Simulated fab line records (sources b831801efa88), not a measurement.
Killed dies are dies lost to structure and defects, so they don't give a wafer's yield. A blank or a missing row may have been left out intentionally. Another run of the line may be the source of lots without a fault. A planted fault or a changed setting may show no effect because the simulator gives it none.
Chamber matching -- flow sky130 -- SKY_CAP2M_CVD_00 on pecvd-01: 3 sister chambers
The step deposits SiO2, target thk 15.5 nm. 16 wafers are shown with their chamber, then 8 later ones without.

EACH WAFER AND ITS CHAMBER
wafer,chamber,heaterPowerW (W)
L576.1,0,635
L576.4,0,625
L576.6,1,719
L583.1,2,703
L583.3,0,643
L583.4,1,808
L585.3,1,782
L585.5,0,576
L585.6,2,796
L587.1,2,694
L587.3,1,842
L587.4,2,673
L586.1,1,873
L586.3,0,659
L586.6,0,654
L589.4,2,796

SIGNATURES (averages over the wafers above)
reading,chamber 0,chamber 1,chamber 2,scatter within a chamber
heaterPowerW,632.00,804.80,732.40,49.9
Rule: a wafer's distance from a chamber is the root of the sum, over the readings, of the square of ((its reading less the chamber's mean) divided by the reading's scatter). If the next closest chamber is less than 2 further off than the closest, the wafer can't be placed; otherwise it belongs to the closest. The scatter: the root of (the sum of the squares of (reading less its chamber's mean) over the shown wafers, divided by (wafers less chambers)).

WAFERS WITH NO CHAMBER GIVEN
wafer,heaterPowerW (W)
L589.5,869
L589.6,580
L590.2,792
L590.5,783
L590.6,786
L594.1,786
L594.3,770
L594.4,767

EACH ONE'S CHAMBER
wafer,from the rows above,in truth
L589.5,can't be placed: 1 or 2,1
L589.6,0,0
L590.2,can't be placed: 1 or 2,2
L590.5,can't be placed: 1 or 2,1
L590.6,can't be placed: 1 or 2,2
L594.1,can't be placed: 1 or 2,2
L594.3,can't be placed: 1 or 2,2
L594.4,can't be placed: 2 or 1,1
Placed correctly: 1 of 8. Cannot be placed on the basis of these rows: 7; the candidates contain the true chamber in 7. 0 placed wrongly.
